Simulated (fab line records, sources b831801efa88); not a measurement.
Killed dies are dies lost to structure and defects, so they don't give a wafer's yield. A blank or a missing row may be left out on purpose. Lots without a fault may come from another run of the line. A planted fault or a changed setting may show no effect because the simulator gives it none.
fab line records | flow gf180mcu
record lots=5 wafers=15 last_day=34
route steps=602 shown M3@416 V3@429
lots that met no fault: from a run of the same line without faults
start_h: hours from the record's first day to the start of the lot's first wafer shown | wait_h: hours since the lot's step before | " the same as in the row above | L1.1+2: a row that stands for several wafers | - no value, or no start given | * or withheld: withheld | < > ~ a bound
route shown NAME@n: a module of which the file shows steps, and the number in the route of the first | usual: mean/standard deviation of fault-free wafers | same: alike in all rows | chamber/n: place in a boat | sites: the reading at each site | _std_site: their standard deviation | _edge_site: outer sites' mean less inner sites' | radius_mm: how far each site lies from the wafer's centre | mask NAME#n: copy n | behind: the tool/chamber that last shaped the wafer | hold: why the lot was held/for how many hours/how that ended | device: the transistor (n, p or np) that didn't switch | end of line: the same wafers' tests at the end of the route | a step without rows: its recipe alone | killed: dies lost to structure and defects at the first sort, not the wafer's yield | map: a wafer's dies, x killed, . not, _ none there
set.NAME: the setting as run; set.NAME@STEP: as run at that earlier step | model.NAME: the simulator's own value behind a step, which no gauge read
lots at some steps of the route; a table a step, a row a wafer
services: from which hour (start_h, from the record's first day; less than 0 if before it) a tool's chamber was out of use, for how many hours, and why
## steps
# step GF_M3_DEHYDRATE_07
# recipe temp_c=200 time_s=60
# usual heater_power_total_W=160.37/0.13 resist_line_temp_C=22.99/0.082
# columns lot.wafer tool chamber start_h wait_h heater_power_total_W resist_line_temp_C
L076.1 litho_track-04 0 508.30 11.3 160.35 22.93
L076.3 " 0 " " 160.30 23.07
L076.6 " 0 " " 160.23 22.96
L077.1 litho_track-03 0 518.88 11.0 160.58 23.02
L077.3 " 0 " " 160.52 23.08
L077.6 " 0 " " 160.22 22.96
L078.2 litho_track-03 0 535.56 10.3 160.26 22.95
L078.3 " 0 " " 160.25 23.10
L078.4 " 0 " " 160.25 22.85
L090.2 litho_track-01 0 624.72 10.0 160.26 22.97
L090.3 " 0 " " 160.75 22.91
L090.5 " 0 " " 160.44 23.06
L095.1 litho_track-03 0 663.73 9.3 160.25 23.01
L095.3 " 0 " " 160.35 23.07
L095.5 " 0 " " 160.30 22.93
# step GF_M3_HMDS_08
# recipe prime_time_s=60 prime_temp_c=120
# usual resist_line_temp_C=22.99/0.1
# columns lot.wafer tool chamber start_h wait_h resist_line_temp_C
L076.1 litho_track-04 0 508.45 0.1 23.09
L076.3 " 0 " " 23.19
L076.6 " 0 " " 23.13
L077.1 litho_track-03 0 519.03 0.1 23.07
L077.3 " 0 " " 22.92
L077.6 " 0 " " 22.95
L078.2 litho_track-03 0 535.71 0.1 23.15
L078.3 " 0 " " 23.25
L078.4 " 0 " " 23.05
L090.2 litho_track-01 0 624.87 0.1 22.92
L090.3 " 0 " " 22.90
L090.5 " 0 " " 23.05
L095.1 litho_track-03 0 663.88 0.1 22.93
L095.3 " 0 " " 22.93
L095.5 " 0 " " 22.87
# step GF_M3_COAT_09
# recipe resist=KrF spin_rpm=withheld resist_thk_nm=1000
# usual resist_line_temp_C=22.99/0.11
# columns lot.wafer tool chamber start_h wait_h resist_line_temp_C
L076.1 litho_track-04 0 508.60 0.1 23.09
L076.3 " 0 " " 23.01
L076.6 " 0 " " 23.10
L077.1 litho_track-03 0 519.18 0.1 23.00
L077.3 " 0 " " 23.14
L077.6 " 0 " " 23.08
L078.2 litho_track-03 0 535.86 0.1 22.74
L078.3 " 0 " " 22.93
L078.4 " 0 " " 22.84
L090.2 litho_track-01 0 625.02 0.1 23.01
L090.3 " 0 " " 22.96
L090.5 " 0 " " 22.94
L095.1 litho_track-03 0 664.03 0.1 23.01
L095.3 " 0 " " 23.00
L095.5 " 0 " " 23.07
# step GF_M3_SOFTBAKE_10
# recipe temp_c=130 time_s=60 resist=KrF
# usual heater_power_total_W=93.05/0.063 resist_line_temp_C=22.97/0.11
# columns lot.wafer tool chamber start_h wait_h heater_power_total_W resist_line_temp_C
L076.1 litho_track-04 0 508.75 0.1 93.08 22.83
L076.3 " 0 " " 93.00 23.11
L076.6 " 0 " " 92.91 22.98
L077.1 litho_track-03 0 519.33 0.1 93.10 22.91
L077.3 " 0 " " 93.06 23.00
L077.6 " 0 " " 93.12 23.00
L078.2 litho_track-03 0 536.01 0.1 93.08 22.94
L078.3 " 0 " " 93.05 22.88
L078.4 " 0 " " 93.02 23.11
L090.2 litho_track-01 0 625.17 0.1 93.01 22.86
L090.3 " 0 " " 93.11 22.86
L090.5 " 0 " " 93.11 22.86
L095.1 litho_track-03 0 664.18 0.1 92.92 22.97
L095.3 " 0 " " 93.11 23.02
L095.5 " 0 " " 93.08 22.92
# step GF_M3_EXPOSE_11
# recipe mask_id=Metal3 target_cd_nm=280 na=0.68 source_shape=conventional sigma_outer=0.6 dose_mj=28
# usual stage_vel_mm_s=500.07/0.23
# columns lot.wafer tool chamber start_h wait_h mask stage_vel_mm_s
L076.1 krf_scanner-01 0 - - Metal3#0 500.37
L076.3 " 0 " " Metal3#0 500.14
L076.6 " 0 " " Metal3#0 500.49
L077.1 krf_scanner-01 0 - - Metal3#0 500.00
L077.3 " 0 " " Metal3#0 499.58
L077.6 " 0 " " Metal3#0 500.23
L078.2 krf_scanner-02 0 - - Metal3#0 499.79
L078.3 " 0 " " Metal3#0 500.28
L078.4 " 0 " " Metal3#0 499.89
L090.2 krf_scanner-01 0 - - Metal3#0 499.95
L090.3 " 0 " " Metal3#0 499.76
L090.5 " 0 " " Metal3#0 500.28
L095.1 krf_scanner-01 0 - - Metal3#0 500.04
L095.3 " 0 " " Metal3#0 499.84
L095.5 " 0 " " Metal3#0 500.01
# step GF_M3_PEB_12
# recipe peb_temp_c=135 peb_time_s=90 resist=KrF
# usual heater_power_total_W=85.70/0.079 resist_line_temp_C=23.02/0.11
# columns lot.wafer tool chamber start_h wait_h heater_power_total_W resist_line_temp_C
L076.1 litho_track-03 0 - - 85.88 22.89
L076.3 " 0 " " 85.60 22.89
L076.6 " 0 " " 85.78 23.08
L077.1 litho_track-04 0 - - 85.66 23.09
L077.3 " 0 " " 85.64 22.95
L077.6 " 0 " " 85.84 22.91
L078.2 litho_track-03 0 - - 85.60 22.99
L078.3 " 0 " " 85.78 22.94
L078.4 " 0 " " 85.70 22.98
L090.2 litho_track-01 0 - - 85.63 23.18
L090.3 " 0 " " 85.84 23.25
L090.5 " 0 " " 85.67 23.03
L095.1 litho_track-03 0 - - 85.67 23.17
L095.3 " 0 " " 85.73 23.07
L095.5 " 0 " " 85.82 23.19
# step GF_M3_DEVELOP_13
# recipe develop_time_s=60 dev_temp_c=21
# usual resist_line_temp_C=22.99/0.11
# columns lot.wafer tool chamber start_h wait_h resist_line_temp_C
L076.1 litho_track-03 0 520.58 0.2 23.13
L076.3 " 0 " " 23.08
L076.6 " 0 " " 23.08
L077.1 litho_track-04 0 530.60 0.2 23.05
L077.3 " 0 " " 22.75
L077.6 " 0 " " 22.86
L078.2 litho_track-03 0 547.76 0.2 22.91
L078.3 " 0 " " 22.96
L078.4 " 0 " " 22.87
L090.2 litho_track-01 0 635.22 0.2 22.80
L090.3 " 0 " " 23.00
L090.5 " 0 " " 22.96
L095.1 litho_track-03 0 674.23 0.2 22.94
L095.3 " 0 " " 22.99
L095.5 " 0 " " 23.02
# step GF_M3_CD_MEAS_14
# recipe target_cd_nm=280
# usual cd_nm=279.7/1.4
# columns lot.wafer tool chamber start_h wait_h cd_nm
L076.1 cd_sem-02 - 520.83 0.2 282.0
L076.3 " - " " 281.8
L076.6 " - " " 280.8
L077.1 cd_sem-01 - 530.80 0.2 277.6
L077.3 " - " " 278.0
L077.6 " - " " 279.3
L078.2 cd_sem-01 - 547.90 0.1 279.8
L078.3 " - " " 280.1
L078.4 " - " " 280.0
L090.2 cd_sem-01 - 635.36 0.1 279.1
L090.3 " - " " 278.8
L090.5 " - " " 278.4
L095.1 cd_sem-01 - 674.38 0.1 279.4
L095.3 " - " " 278.5
L095.5 " - " " 279.8
# step GF_M3_OVL_MEAS_15
# usual M3_OVL=-3/5.4
# columns lot.wafer tool chamber start_h wait_h M3_OVL[nm]
L076.1 overlay-02 - 520.95 0.1 14
L076.3 " - " " 4
L076.6 " - " " 0
L077.1 overlay-02 - 530.92 0.1 -5
L077.3 " - " " 10
L077.6 " - " " 11
L078.2 overlay-02 - 548.03 0.1 0
L078.3 " - " " 1
L078.4 " - " " 0
L090.2 overlay-02 - 635.47 0.1 -5
L090.3 " - " " -6
L090.5 " - " " -4
L095.1 overlay-02 - 674.50 0.1 -12
L095.3 " - " " -5
L095.5 " - " " 1
# step GF_M3_METAL_ETCH_16
# recipe chemistry=Cl2/BCl3 mask_material=KrF target_depth_nm=627.5 stop_on=SiO2 pressure_mtorr=8 icp_w=800 bias_w=140 Cl2_flow_sccm=80 bcl3_flow_sccm=40 time_s=104.6
# usual drypump_motor_current_A=5.7/0.34 he_backside_leak_sccm=3.31/0.19 oes_product_au=0.973/0.0072 throttle_valve_pct=28.248/0.01
# columns lot.wafer tool chamber start_h wait_h drypump_motor_current_A he_backside_leak_sccm oes_product_au rf_hours_counter_h throttle_valve_pct
L076.1 rie_metal-01 1 520.99 0.0 5.8 3.09 0.970 2 28.243
L076.3 " 1 " " 5.8 2.97 0.975 - 28.235
L076.6 " 0 " " 5.3 3.34 0.983 - 28.246
L077.1 rie_metal-01 0 530.96 0.0 5.3 3.30 0.974 12 28.231
L077.3 " 1 " " 5.7 3.41 0.981 - 28.247
L077.6 " 1 " " 5.8 3.00 0.967 - 28.239
L078.2 rie_metal-03 0 548.06 0.0 6.4 3.30 0.976 10 28.263
L078.3 " 1 " " 5.5 3.58 0.972 - 28.251
L078.4 " 0 " " 6.4 3.25 0.971 - 28.260
L090.2 rie_metal-03 1 635.53 0.1 5.5 3.62 0.974 - 28.240
L090.3 " 1 " " 5.5 3.60 0.987 - 28.247
L090.5 " 1 " " 5.5 3.61 0.971 - 28.253
L095.1 rie_metal-01 1 674.53 0.0 5.8 2.96 0.964 7 28.233
L095.3 " 0 " " 5.3 3.41 0.968 - 28.264
L095.5 " 1 " " 5.8 3.25 0.973 - 28.267
# step GF_M3_STRIP_17
# recipe chemistry=O2/N2 power_w=1400 pressure_mtorr=1500 platen_temp_c=250 o2_flow_sccm=3000 n2_flow_sccm=300 overash_fraction=0.5
# usual drypump_motor_current_A=5.8/0.39 heater_power_w=321/35 o2_flow_sccm=3000/8.2 oes_product_au=0.556/0.0047 strip_time_to_endpoint_s=7.84/0.05
# columns lot.wafer tool chamber start_h wait_h drypump_motor_current_A heater_power_w o2_flow_sccm oes_product_au rf_hours_counter_h strip_time_to_endpoint_s
L076.1 plasma_asher-01 1 521.10 0.1 6.5 308 3004 0.547 9 7.75
L076.3 " 0 " " 5.2 329 3003 0.548 - 7.74
L076.6 " 1 " " 6.5 308 2991 0.560 - 7.80
L077.1 plasma_asher-03 1 531.07 0.1 5.7 297 3014 0.558 93 7.93
L077.3 " 1 " " 5.7 296 3019 0.553 - 7.84
L077.6 " 0 " " 5.6 282 3001 0.554 - 7.82
L078.2 plasma_asher-03 0 548.18 0.1 5.6 282 3004 0.551 95 7.89
L078.3 " 0 " " 5.6 279 2993 0.560 - 7.90
L078.4 " 1 " " 5.7 295 3000 0.557 - 7.89
L090.2 plasma_asher-01 1 635.72 0.1 6.5 310 2998 0.550 21 7.82
L090.3 " 0 " " 5.2 342 2990 0.562 - 7.76
L090.5 " 1 " " 6.5 313 3010 0.562 - 7.77
L095.1 plasma_asher-03 0 674.68 0.1 5.6 279 3003 0.554 109 7.85
L095.3 " 0 " " 5.6 281 3007 0.560 - 7.93
L095.5 " 0 " " 5.6 287 3005 0.558 - 7.85
# step GF_M3_STRIP_18
# recipe chemistry=post_etch_residue_remover time_s=1200 temp_c=72.5
# columns lot.wafer tool chamber start_h wait_h
L076.1+3+6 wet_bench-03 2 521.20 0.1
L077.1+3+6 wet_bench-04 2 531.17 0.1
L078.2+3+4 wet_bench-02 0 548.28 0.1
L090.2+3+5 wet_bench-02 0 635.82 0.1
L095.1+3+5 wet_bench-02 0 674.78 0.1
# step GF_M3_CLEAN_19
# recipe chemistry=DIW dry=n2_spin
# columns lot.wafer tool chamber start_h wait_h
L076.1+3+6 wet_bench-04 1 521.54 0.0
L077.1+3+6 wet_bench-03 1 531.51 0.0
L078.2+3+4 wet_bench-04 2 548.62 0.0
L090.2+3+5 wet_bench-03 3 636.19 0.0
L095.1+3+5 wet_bench-04 2 675.13 0.0
# step GF_V3_CVD_00
# recipe material=SiO2 target_thk_nm=600 sigma_open_frac=0.3 temp_c=400 time_s=100 sih4_flow_sccm=60 pressure_mtorr=6
# columns lot.wafer tool chamber start_h wait_h
L076.1+3+6 hdpcvd-01 0,2,0 521.64 0.0
L077.1+3+6 hdpcvd-01 2,0,0 531.61 0.0
L078.2+3+4 hdpcvd-01 0,2,1 548.71 0.0
L090.2+3+5 hdpcvd-02 2,0,2 636.30 0.0
L095.1+3+5 hdpcvd-02 0,2,2 675.23 0.0
# step GF_V3_THK_MEAS_01
# recipe reads=SiO2_of_V3_CVD_00
# usual V3_CVD_00_THK=602/8.2
# columns lot.wafer tool chamber start_h wait_h V3_CVD_00_THK[nm]
L076.1 film_metro-01 - 521.71 0.0 606
L076.3 " - " " 605
L076.6 " - " " 605
L077.1 film_metro-03 - 531.68 0.0 602
L077.3 " - " " 599
L077.6 " - " " 599
L078.2 film_metro-01 - 548.79 0.0 608
L078.3 " - " " 609
L078.4 " - " " 610
L090.2 film_metro-01 - 636.39 0.0 595
L090.3 " - " " 606
L090.5 " - " " 596
L095.1 film_metro-03 - 675.30 0.0 609
L095.3 " - " " 602
L095.5 " - " " 603
# step GF_V3_CVD_02
# recipe material=SiO2 target_thk_nm=850 precursor=TEOS temp_c=400 time_s=94.851 rf_w=600
# usual heater_power_w=647/100
# columns lot.wafer tool chamber start_h wait_h heater_power_w
L076.1 pecvd-01 1 521.77 0.1 674
L076.3 " 2 " " 839
L076.6 " 2 " " 684
L077.1 pecvd-02 0 531.74 0.1 463
L077.3 " 1 " " 611
L077.6 " 2 " " 600
L078.2 pecvd-02 1 548.84 0.0 683
L078.3 " 0 " " 462
L078.4 " 2 " " 574
L090.2 pecvd-02 0 636.44 0.0 471
L090.3 " 2 " " 491
L090.5 " 2 " " 532
L095.1 pecvd-04 0 675.36 0.1 652
L095.3 " 1 " " 529
L095.5 " 1 " " 586
# step GF_V3_THK_MEAS_03
# recipe reads=SiO2_of_V3_CVD_02
# usual V3_CVD_02_THK=850/11
# columns lot.wafer tool chamber start_h wait_h V3_CVD_02_THK[nm]
L076.1 film_metro-02 - 521.84 0.0 849
L076.3 " - " " 834
L076.6 " - " " 838
L077.1 film_metro-01 - 531.81 0.0 855
L077.3 " - " " 856
L077.6 " - " " 846
L078.2 film_metro-03 - 548.92 0.0 862
L078.3 " - " " 860
L078.4 " - " " 850
L090.2 film_metro-03 - 636.51 0.0 854
L090.3 " - " " 847
L090.5 " - " " 853
L095.1 film_metro-02 - 675.43 0.0 846
L095.3 " - " " 840
L095.5 " - " " 850
# step GF_V3_CMP_04
# recipe material=SiO2 down_force_psi=4 platen_rpm=60 pad_velocity_m_s=0.94248
# usual head_pressure_psi=4.001/0.0084 motor_current_A=12.2/1.8 time_to_endpoint_s=80/7.1
# columns lot.wafer tool chamber start_h wait_h head_pressure_psi motor_current_A time_to_endpoint_s
L076.1 cmp-01 0 521.90 0.1 4.011 9.9 79
L076.3 " 3 " " 3.992 10.9 70
L076.6 " 0 " " 4.003 10.2 74
L077.3 cmp-02 3 531.87 0.0 4.000 14.6 98
L077.1 " 0 " " 3.998 13.5 90
L077.6 " 0 " " 3.993 13.0 89
L078.3 cmp-01 0 548.97 0.0 3.992 9.9 80
L078.4 " 2 " " 4.004 14.6 79
L078.2 " 3 " " 4.002 11.0 80
L090.3 cmp-02 3 636.56 0.0 4.007 14.0 83
L090.2 " 1 " " 3.999 12.1 78
L090.5 " 0 " " 3.982 13.5 79
L095.3 cmp-02 1 675.59 0.1 4.007 12.5 78
L095.1 " 2 " " 4.011 10.0 81
L095.5 " 3 " " 4.012 14.3 88
# step GF_V3_BOW_MEAS_05
# recipe mode=bow
# usual V3_BOW=117/7.3
# columns lot.wafer tool chamber start_h wait_h V3_BOW[um]
L076.1 film_metro-03 - 522.20 0.2 111
L076.3 " - " " 113
L076.6 " - " " 98
L077.1 film_metro-02 - 532.17 0.2 115
L077.3 " - " " 108
L077.6 " - " " 126
L078.2 film_metro-03 - 549.29 0.1 112
L078.3 " - " " 108
L078.4 " - " " 128
L090.2 film_metro-03 - 636.88 0.2 113
L090.3 " - " " 125
L090.5 " - " " 121
L095.1 film_metro-03 - 675.79 0.1 120
L095.3 " - " " 115
L095.5 " - " " 120
# step GF_V3_DEHYDRATE_06
# recipe temp_c=200 time_s=60
# usual heater_power_total_W=160.40/0.13 resist_line_temp_C=23.02/0.11
# columns lot.wafer tool chamber start_h wait_h heater_power_total_W resist_line_temp_C
L076.1 litho_track-01 0 532.79 10.6 160.38 22.96
L076.3 " 0 " " 160.25 23.09
L076.6 " 0 " " 160.35 22.94
L077.1 litho_track-01 0 542.79 10.6 160.54 22.99
L077.3 " 0 " " 160.58 23.00
L077.6 " 0 " " 160.51 22.98
L078.2 litho_track-04 0 559.72 10.4 160.35 22.97
L078.3 " 0 " " 160.53 22.90
L078.4 " 0 " " 160.57 23.09
L090.2 litho_track-04 0 646.82 9.9 160.36 23.07
L090.3 " 0 " " 160.27 23.02
L090.5 " 0 " " 160.37 23.17
L095.1 litho_track-02 0 684.91 9.1 160.36 22.97
L095.3 " 0 " " 160.50 23.00
L095.5 " 0 " " 160.34 23.03
# step GF_V3_HMDS_07
# recipe prime_time_s=60 prime_temp_c=120
# usual resist_line_temp_C=23.01/0.11
# columns lot.wafer tool chamber start_h wait_h resist_line_temp_C
L076.1 litho_track-01 0 532.94 0.1 23.19
L076.3 " 0 " " 23.06
L076.6 " 0 " " 22.95
L077.1 litho_track-01 0 542.94 0.1 22.99
L077.3 " 0 " " 23.00
L077.6 " 0 " " 23.14
L078.2 litho_track-04 0 559.87 0.1 22.92
L078.3 " 0 " " 23.05
L078.4 " 0 " " 22.93
L090.2 litho_track-04 0 646.97 0.1 23.18
L090.3 " 0 " " 23.11
L090.5 " 0 " " 22.89
L095.1 litho_track-02 0 685.06 0.1 22.99
L095.3 " 0 " " 23.10
L095.5 " 0 " " 23.10
# step GF_V3_COAT_08
# recipe resist=BARC temp_c=withheld time_s=withheld spin_rpm=withheld resist_thk_nm=withheld
# usual resist_line_temp_C=*
# columns lot.wafer tool chamber start_h wait_h resist_line_temp_C
L076.1 litho_track-01 0 533.09 0.1 *
L076.3 " 0 " " *
L076.6 " 0 " " *
L077.1 litho_track-01 0 543.09 0.1 *
L077.3 " 0 " " *
L077.6 " 0 " " *
L078.2 litho_track-04 0 560.02 0.1 *
L078.3 " 0 " " *
L078.4 " 0 " " *
L090.2 litho_track-04 0 647.12 0.1 *
L090.3 " 0 " " *
L090.5 " 0 " " *
L095.1 litho_track-02 0 685.21 0.1 *
L095.3 " 0 " " *
L095.5 " 0 " " *
# step GF_V3_COAT_09
# recipe resist=KrF spin_rpm=withheld resist_thk_nm=992.3
# usual resist_line_temp_C=22.98/0.11
# columns lot.wafer tool chamber start_h wait_h resist_line_temp_C
L076.1 litho_track-01 0 - - 23.27
L076.3 " 0 " " 23.12
L076.6 " 0 " " 23.10
L077.1 litho_track-01 0 - - 22.96
L077.3 " 0 " " 23.10
L077.6 " 0 " " 23.01
L078.2 litho_track-04 0 - - 22.80
L078.3 " 0 " " 22.87
L078.4 " 0 " " 22.84
L090.2 litho_track-04 0 - - 23.05
L090.3 " 0 " " 23.09
L090.5 " 0 " " 23.16
L095.1 litho_track-02 0 - - 23.17
L095.3 " 0 " " 22.89
L095.5 " 0 " " 23.02
# step GF_V3_SOFTBAKE_10
# recipe temp_c=130 time_s=60 resist=KrF
# usual heater_power_total_W=93.05/0.061 resist_line_temp_C=23.02/0.11
# columns lot.wafer tool chamber start_h wait_h heater_power_total_W resist_line_temp_C
L076.1 litho_track-01 0 - - 93.09 23.15
L076.3 " 0 " " 92.99 23.18
L076.6 " 0 " " 93.14 23.02
L077.1 litho_track-01 0 - - 92.93 23.09
L077.3 " 0 " " 93.00 22.96
L077.6 " 0 " " 93.01 23.30
L078.2 litho_track-04 0 - - 93.04 22.93
L078.3 " 0 " " 93.01 22.89
L078.4 " 0 " " 93.08 22.98
L090.2 litho_track-04 0 - - 93.07 23.16
L090.3 " 0 " " 93.08 23.31
L090.5 " 0 " " 93.05 23.23
L095.1 litho_track-02 0 - - 92.97 22.86
L095.3 " 0 " " 93.10 22.92
L095.5 " 0 " " 93.16 22.91
# step GF_V3_EXPOSE_11
# recipe mask_id=Via3 target_cd_nm=260 na=0.68 source_shape=conventional sigma_outer=0.6 dose_mj=38
# usual stage_vel_mm_s=499.96/0.28
# columns lot.wafer tool chamber start_h wait_h mask stage_vel_mm_s
L076.1 krf_scanner-02 0 - - Via3#0 500.39
L076.3 " 0 " " Via3#0 500.22
L076.6 " 0 " " Via3#0 500.02
L077.1 krf_scanner-01 0 - - Via3#0 500.31
L077.3 " 0 " " Via3#0 500.06
L077.6 " 0 " " Via3#0 500.37
L078.2 krf_scanner-01 0 - - Via3#0 499.75
L078.3 " 0 " " Via3#0 499.80
L078.4 " 0 " " Via3#0 499.75
L090.2 krf_scanner-01 0 - - Via3#0 500.01
L090.3 " 0 " " Via3#0 500.15
L090.5 " 0 " " Via3#0 500.08
L095.1 krf_scanner-01 0 - - Via3#0 499.65
L095.3 " 0 " " Via3#0 499.74
L095.5 " 0 " " Via3#0 499.57
# step GF_V3_PEB_12
# recipe peb_temp_c=135 peb_time_s=90 resist=KrF
# usual heater_power_total_W=85.70/0.087 resist_line_temp_C=23.03/0.11
# columns lot.wafer tool chamber start_h wait_h heater_power_total_W resist_line_temp_C
L076.1 litho_track-02 0 - - 85.69 23.14
L076.3 " 0 " " 85.60 22.98
L076.6 " 0 " " 85.70 23.18
L077.1 litho_track-02 0 - - 85.73 22.94
L077.3 " 0 " " 85.65 22.89
L077.6 " 0 " " 85.72 22.94
L078.2 litho_track-02 0 - - 85.60 23.22
L078.3 " 0 " " 85.58 23.25
L078.4 " 0 " " 85.59 23.18
L090.2 litho_track-01 0 - - 85.74 22.89
L090.3 " 0 " " 85.76 23.22
L090.5 " 0 " " 85.76 22.91
L095.1 litho_track-01 0 - - 85.67 22.92
L095.3 " 0 " " 85.63 22.91
L095.5 " 0 " " 85.57 22.91
# step GF_V3_DEVELOP_13
# recipe develop_time_s=60 resist=KrF dev_temp_c=21
# usual resist_line_temp_C=22.99/0.095
# columns lot.wafer tool chamber start_h wait_h resist_line_temp_C
L076.1 litho_track-02 0 545.11 0.2 22.93
L076.3 " 0 " " 22.89
L076.6 " 0 " " 22.87
L077.1 litho_track-02 0 555.11 0.2 23.04
L077.3 " 0 " " 23.00
L077.6 " 0 " " 22.95
L078.2 litho_track-02 0 572.19 0.2 23.17
L078.3 " 0 " " 22.99
L078.4 " 0 " " 23.09
L090.2 litho_track-01 0 657.37 0.2 22.93
L090.3 " 0 " " 22.97
L090.5 " 0 " " 22.92
L095.1 litho_track-01 0 695.44 0.2 23.09
L095.3 " 0 " " 22.80
L095.5 " 0 " " 22.95
# step GF_V3_CD_MEAS_14
# recipe target_cd_nm=260
# usual cd_nm=259.7/1.1
# columns lot.wafer tool chamber start_h wait_h cd_nm
L076.1 cd_sem-02 - 545.26 0.1 260.0
L076.3 " - " " 259.2
L076.6 " - " " 258.3
L077.1 cd_sem-01 - 555.26 0.1 259.7
L077.3 " - " " 259.8
L077.6 " - " " 259.2
L078.2 cd_sem-02 - 572.33 0.1 259.1
L078.3 " - " " 260.0
L078.4 " - " " 259.7
L090.2 cd_sem-02 - 657.51 0.1 260.0
L090.3 " - " " 259.3
L090.5 " - " " 260.5
L095.1 cd_sem-01 - 695.59 0.1 259.4
L095.3 " - " " 260.8
L095.5 " - " " 259.8
# step GF_V3_OVL_MEAS_15
# usual V3_OVL=-2/6.9
# columns lot.wafer tool chamber start_h wait_h V3_OVL[nm]
L076.1 overlay-02 - 545.38 0.1 9
L076.3 " - " " -2
L076.6 " - " " 7
L077.1 overlay-02 - 555.38 0.1 -5
L077.3 " - " " -1
L077.6 " - " " -5
L078.2 overlay-02 - 572.44 0.1 4
L078.3 " - " " 10
L078.4 " - " " -3
L090.2 overlay-01 - 657.62 0.1 -1
L090.3 " - " " -14
L090.5 " - " " -11
L095.1 overlay-01 - 695.71 0.1 -13
L095.3 " - " " -8
L095.5 " - " " -4
# step GF_V3_ETCH_16
# recipe chemistry=N2/H2 target_depth_a=withheld overetch_a=withheld time_s=withheld target=BARC ion_energy_ev=200 source_w=500 bias_w=100 pressure_mtorr=30 n2_flow_sccm=100 h2_flow_sccm=200
# usual drypump_motor_current_A=5.8/0.56 h2_flow_sccm=200.0/0.6 oes_product_au=0.856/0.0048 throttle_valve_pct=13.224/0.0091
# columns lot.wafer tool chamber start_h wait_h drypump_motor_current_A h2_flow_sccm oes_product_au throttle_valve_pct
L076.1 rie_diel-04 1 545.42 0.0 5.2 200.0 0.854 13.231
L076.3 " 0 " " 5.4 200.2 0.851 13.221
L076.6 " 1 " " 5.2 200.7 0.848 13.223
L077.1 rie_diel-01 3 555.42 0.0 5.1 200.3 0.851 13.228
L077.3 " 1 " " 5.3 200.3 0.848 13.230
L077.6 " 3 " " 5.1 201.0 0.858 13.213
L078.2 rie_diel-03 3 572.47 0.0 6.6 199.5 0.854 13.220
L078.3 " 2 " " 6.5 200.5 0.860 13.231
L078.4 " 1 " " 5.7 199.7 0.857 13.222
L090.2 rie_diel-04 2 657.65 0.0 6.2 198.8 0.851 13.210
L090.3 " 1 " " 5.2 200.3 0.860 13.217
L090.5 " 1 " " 5.2 201.0 0.844 13.233
L095.1 rie_diel-01 2 695.75 0.0 5.5 199.9 0.858 13.224
L095.3 " 3 " " 5.1 199.2 0.850 13.216
L095.5 " 1 " " 5.2 199.3 0.859 13.214
# step GF_V3_ETCH_17
# recipe chemistry=C4F8/O2/Ar mask_material=KrF target=SiO2 stop_on=TiN source_w=1500 bias_w=1200 pressure_mtorr=40 c4f8_flow_sccm=withheld O2_flow_sccm=6 Ar_flow_sccm=300 time_s=withheld target_depth_a=6350
# usual oes_product_au=0.856/0.0051
# columns lot.wafer tool chamber start_h wait_h oes_product_au
L076.1 rie_diel-04 1 - - 0.852
L076.3 " 0 " " 0.855
L076.6 " 1 " " 0.855
L077.1 rie_diel-01 3 - - 0.860
L077.3 " 1 " " 0.862
L077.6 " 3 " " 0.851
L078.2 rie_diel-03 3 - - 0.863
L078.3 " 2 " " 0.859
L078.4 " 1 " " 0.851
L090.2 rie_diel-04 2 - - 0.854
L090.3 " 1 " " 0.856
L090.5 " 1 " " 0.863
L095.1 rie_diel-01 2 - - 0.860
L095.3 " 3 " " 0.858
L095.5 " 1 " " 0.863
# step GF_V3_STRIP_18
# recipe chemistry=O2/N2 power_w=1400 pressure_mtorr=1500 platen_temp_c=250 o2_flow_sccm=3000 n2_flow_sccm=300 overash_fraction=0.5
# usual drypump_motor_current_A=5.8/0.5 heater_power_w=331/19 o2_flow_sccm=3001/9.5 oes_product_au=0.590/0.0049
# columns lot.wafer tool chamber start_h wait_h drypump_motor_current_A heater_power_w o2_flow_sccm oes_product_au rf_hours_counter_h
L076.1 plasma_asher-01 1 545.55 - 6.5 314 3001 0.584 11
L076.3 " 0 " " 5.2 329 2984 0.590 -
L076.6 " 0 " " 5.2 331 2982 0.588 -
L077.1 plasma_asher-01 1 555.55 - 6.5 311 2993 0.592 13
L077.3 " 1 " " 6.5 295 3004 0.589 -
L077.6 " 1 " " 6.5 315 2999 0.589 -
L078.2 plasma_asher-01 0 572.60 - 5.2 338 3012 0.591 14
L078.3 " 1 " " 6.5 306 2999 0.592 -
L078.4 " 0 " " 5.2 337 3007 0.587 -
L090.2 plasma_asher-01 0 657.78 - 5.2 330 2999 0.586 23
L090.3 " 0 " " 5.2 331 2991 0.587 -
L090.5 " 1 " " 6.5 309 3002 0.583 -
L095.1 plasma_asher-02 1 695.88 - 5.7 341 3006 0.588 58
L095.3 " 1 " " 5.8 343 3003 0.586 -
L095.5 " 1 " " 5.8 344 2997 0.584 -
# step GF_V3_STRIP_19
# recipe chemistry=post_etch_residue_remover time_s=1200 temp_c=72.5
# columns lot.wafer tool chamber start_h wait_h
L076.1+3+6 wet_bench-01 1 545.65 0.1
L077.1+3+6 wet_bench-03 1 555.65 0.1
L078.2+3+4 wet_bench-03 2 572.70 0.1
L090.2+3+5 wet_bench-03 2 657.88 0.1
L095.1+3+5 wet_bench-01 0 695.98 0.1
# step GF_V3_CLEAN_20
# recipe chemistry=DIW dry=n2_spin
# columns lot.wafer tool chamber start_h wait_h
L076.1+3+6 wet_bench-04 3 545.99 0.0
L077.1+3+6 wet_bench-01 3 555.99 0.0
L078.2+3+4 wet_bench-01 3 573.07 0.0
L090.2+3+5 wet_bench-01 0 658.22 0.0
L095.1+3+5 wet_bench-04 2 696.35 0.0
## services
# columns tool chamber start_h hours kind
wet_bench-04 - 487.53 1.2 repair
wet_bench-01 - 496.84 4.4 pm
plasma_asher-01 - 497.87 0.6 repair
rie_diel-04 0 498.04 7.5 repair
rie_diel-04 3 498.85 1.7 repair
krf_scanner-01 - 517.76 1.3 pm
rie_diel-01 - 540.38 0.5 repair
krf_scanner-01 - 544.26 0.8 pm
krf_scanner-01 - 552.61 1.0 repair
hdpcvd-01 - 554.25 5.5 pm
rie_diel-04 1 554.99 9.7 repair
cmp-02 - 572.17 4.0 pm
wet_bench-02 - 581.17 5.3 repair
rie_diel-04 1 595.56 6.0 repair
rie_diel-04 2 600.56 5.9 repair
krf_scanner-01 - 601.14 1.0 repair
rie_diel-01 0 616.84 3.6 repair
plasma_asher-01 - 616.97 3.4 repair
krf_scanner-01 - 618.28 2.7 repair
rie_diel-04 2 619.00 15.2 repair
krf_scanner-01 - 631.48 1.0 pm
rie_diel-04 - 671.33 2.6 repair
rie_diel-01 1 672.51 3.0 repair
krf_scanner-01 - 693.66 1.3 pm
## key
fault none
